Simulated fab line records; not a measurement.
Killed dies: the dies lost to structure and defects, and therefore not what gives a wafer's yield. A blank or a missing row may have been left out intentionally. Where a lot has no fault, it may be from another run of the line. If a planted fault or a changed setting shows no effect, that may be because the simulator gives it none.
Lot-split experiment    flow sky130    5 lots, 23 wafers read, on a route of 708 steps

== SPLIT DETAILS ==
At SKY_VIA3_SPUTTER_20 (material TiN, target thk 20 nm, time 80 s), the setting chamber pressure pa was moved away from the recipe's 5 Pa on 20 of the 23 wafers read, by -6.8% to +13.6%. This setting was run at the recipe's value on the other wafers.

The reading is taken at the split's own step.

== THE READING ==
TiN_of_VIA3_SPUTTER_20.thk nm (the simulator's own value, which no gauge read), in nm, at SKY_VIA3_SPUTTER_20 (material TiN, target thk 20 nm, time 80 s). The file gives no usual value for it. Across the 3 wafers here that went through the recipe, the average is 20.01 nm and the standard deviation 0.12 nm.

wafer   tool, chamber at the split  chamber pressure pa as run, Pa  against the recipe  TiN_of_VIA3_SPUTTER_20.thk nm, nm  against lot-mates on the recipe
L074.1  pvd sputter-04, -           5.682                           +13.6%              17.61                              no lot-mate on the recipe
L074.2  pvd sputter-04, -           5.682                           +13.6%              17.87                              no lot-mate on the recipe
L074.3  pvd sputter-04, -           5.682                           +13.6%              17.5                               no lot-mate on the recipe
L074.5  pvd sputter-04, -           5.682                           +13.6%              17.6                               no lot-mate on the recipe
L074.6  pvd sputter-04, -           5.682                           +13.6%              17.51                              no lot-mate on the recipe
L075.1  pvd sputter-04, -           5.233                           +4.7%               18.71                              no lot-mate on the recipe
L075.3  pvd sputter-04, -           5.233                           +4.7%               19.05                              no lot-mate on the recipe
L075.4  pvd sputter-04, -           5.233                           +4.7%               19.11                              no lot-mate on the recipe
L075.5  pvd sputter-04, -           5.233                           +4.7%               19.01                              no lot-mate on the recipe
L075.6  pvd sputter-04, -           5.233                           +4.7%               19.26                              no lot-mate on the recipe
L077.1  pvd sputter-03, -           4.66                            -6.8%               20.74                              no lot-mate on the recipe
L077.2  pvd sputter-03, -           4.66                            -6.8%               20.82                              no lot-mate on the recipe
L077.4  pvd sputter-03, -           4.66                            -6.8%               20.88                              no lot-mate on the recipe
L077.5  pvd sputter-03, -           4.66                            -6.8%               20.66                              no lot-mate on the recipe
L077.6  pvd sputter-03, -           4.66                            -6.8%               21.06                              no lot-mate on the recipe
L081.1  pvd sputter-03, -           5                               recipe              20.13                              -
L081.3  pvd sputter-03, -           5                               recipe              20.06                              -
L081.4  pvd sputter-03, -           5                               recipe              19.85                              -
L085.1  pvd sputter-03, -           4.722                           -5.6%               20.52                              no lot-mate on the recipe
L085.2  pvd sputter-03, -           4.722                           -5.6%               20.35                              no lot-mate on the recipe
L085.3  pvd sputter-03, -           4.722                           -5.6%               20.53                              no lot-mate on the recipe
L085.4  pvd sputter-03, -           4.722                           -5.6%               20.43                              no lot-mate on the recipe
L085.5  pvd sputter-03, -           4.722                           -5.6%               20.77                              no lot-mate on the recipe

THE FIT
A straight line over all 23 wafers: TiN_of_VIA3_SPUTTER_20.thk nm changes by -0.155 nm for each +1% of chamber pressure pa; r = -0.99; the points scatter about the line by 0.19 nm.
Too few moved wafers have a lot-mate on the recipe to fit a line with each lot's own level taken away.

== FILE'S OWN FIT ==
TiN_of_VIA3_SPUTTER_20.thk nm changes by -0.155 nm for each +1% of chamber pressure pa, r = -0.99.
